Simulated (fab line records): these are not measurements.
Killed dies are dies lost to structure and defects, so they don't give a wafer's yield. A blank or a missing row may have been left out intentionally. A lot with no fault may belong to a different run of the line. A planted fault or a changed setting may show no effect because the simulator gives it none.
A lot that was struck, set against a sound lot | flow sky130 | 18 steps out of a route of 708
Sound: these wafers, L216.3, L216.4, L216.5. Wafers struck: L219.2, L219.3, L219.5. The cause is named last.
Each step with rows lists, per side, the tool, then ch with its chambers, then its first start. Under that, the readings that differ: sound wafers | struck wafers | difference of the means | sigmas: that difference in standard deviations of wafers without a fault.
alike: readings with means less than 2 such deviations apart, plus words and numbers identical on both sides. not compared: withheld readings, readings lacking a value on some wafer, bounds such as >300 that could conceal the same value, and numbers that have no deviation in the record and whose values overlap.
A row with sigmas, a row that says differs or no value, or rows on one side alone: a step with any of these is where the two part. Numbers that have no deviation but don't overlap get no sigmas and don't part them. Lack of a reading on every wafer of one side parts them only where that side has two or more wafers.

SKY_CONTACT_ETCH_18: etches Si3N4 in CHF3/O2, stops on TiN, time 39 s, target depth 75 nm.
  sound on rieDiel-03 ch 0,1; struck on rieDiel-02 ch 0,2,3
  alike: drypumpMotorCurrentA, oesProductAu, throttleValvePct
  not compared: rfHoursCounterH
then, 6 steps without rows for these wafers: SKY_CONTACT_STRIP_19 (strips in O2/N2); SKY_CONTACT_STRIP_20 (strips in post etch residue remover, time 1200 s); SKY_CONTACT_CLEAN_21 (cleans in IPA, time 180 s); SKY_CONTACT_CLEAN_22 (cleans in O3/DIW); SKY_CONTACT_SPUTTER_23 (material TiN, target thk 20 nm, time 80 s); SKY_CONTACT_CVD_24 (deposits W, target thk 340 nm, time 102.12 s).
SKY_CONTACT_RS_MEAS_25: measures by four-point-probe.
  sound on filmMetro-04, day 32 12:21; struck on filmMetro-04, day 34 11:24
  alike: CONTACT_W_RS
SKY_CONTACT_THK_MEAS_26: measures by xrf.
  sound on filmMetro-04, day 32 12:27; struck on filmMetro-04, day 34 11:31
  alike: CONTACT_W_THK
SKY_CONTACT_CMP_27: polishes, stops on SiO2, t overpolish 15 s, target thk 0 nm.
  sound on cmp-02 ch 1,2,3, day 32 12:29; struck on cmp-02 ch 0,1,2, day 34 11:34
  alike: motorCurrentA, overpolishRunS, timeToEndpointS
SKY_METAL1_SPUTTER_00: material Ti, target thk 15 nm, time 10 s.
  sound on pvdSputter-02, day 32 12:47; struck on pvdSputter-01, day 34 11:52
  alike: cathodeDcPowerW, chamberPressurePa, throttleValvePct
then, 1 step without rows for these wafers: SKY_METAL1_SPUTTER_01 (material TiN, target thk 20 nm, time 16.7 s).
SKY_METAL1_SPUTTER_02: material AlCu, target thk 250 nm, time 13.3 s.
  sound on pvdSputter-02, day 32 12:50; struck on pvdSputter-01, day 34 11:55
  no value came back on the struck wafers for cathodeDcPowerW (W), chamberPressurePa (Pa), throttleValvePct (%), timeS (s); on the sound wafers cathodeDcPowerW (W) reads 10599 10600 10603
SKY_METAL1_SPUTTER_03: material Ti, target thk 5 nm, time 3.3 s.
  sound on pvdSputter-02, day 32 12:52; struck on pvdSputter-01, day 34 11:56
  alike: cathodeDcPowerW, chamberPressurePa, throttleValvePct
SKY_METAL1_SPUTTER_04: material TiN, target thk 70 nm, time 58.3 s.
  sound on pvdSputter-02, day 32 12:53; struck on pvdSputter-01, day 34 11:57
  alike: cathodeDcPowerW, chamberPressurePa, throttleValvePct
SKY_METAL1_RS_MEAS_05: measures by four-point-probe.
  sound on filmMetro-01, day 32 12:58; struck on filmMetro-02, day 34 12:01
reading                 | sound                | struck               | difference | sigmas
METAL1_ALCU_RS (ohm/sq) | 0.1243 0.1249 0.1255 | 8.6802 8.7705 8.6907 | +8.5889    | +99 or more
SKY_METAL1_THK_MEAS_06: measures by xrf.
  sound on filmMetro-01, day 32 13:04; struck on filmMetro-02, day 34 12:08
reading              | sound             | struck         | difference | sigmas
METAL1_ALCU_THK (nm) | 252.9 253.3 249.9 | <0.3 <0.3 <0.3 | differs    | 
then, 1 step without rows for these wafers: SKY_METAL1_DEHYDRATE_07 (time 60 s).

## WHERE THEY PART
Last at SKY_METAL1_THK_MEAS_06 as far as this record goes, first at SKY_METAL1_SPUTTER_02.

WHY: what the simulator had put in
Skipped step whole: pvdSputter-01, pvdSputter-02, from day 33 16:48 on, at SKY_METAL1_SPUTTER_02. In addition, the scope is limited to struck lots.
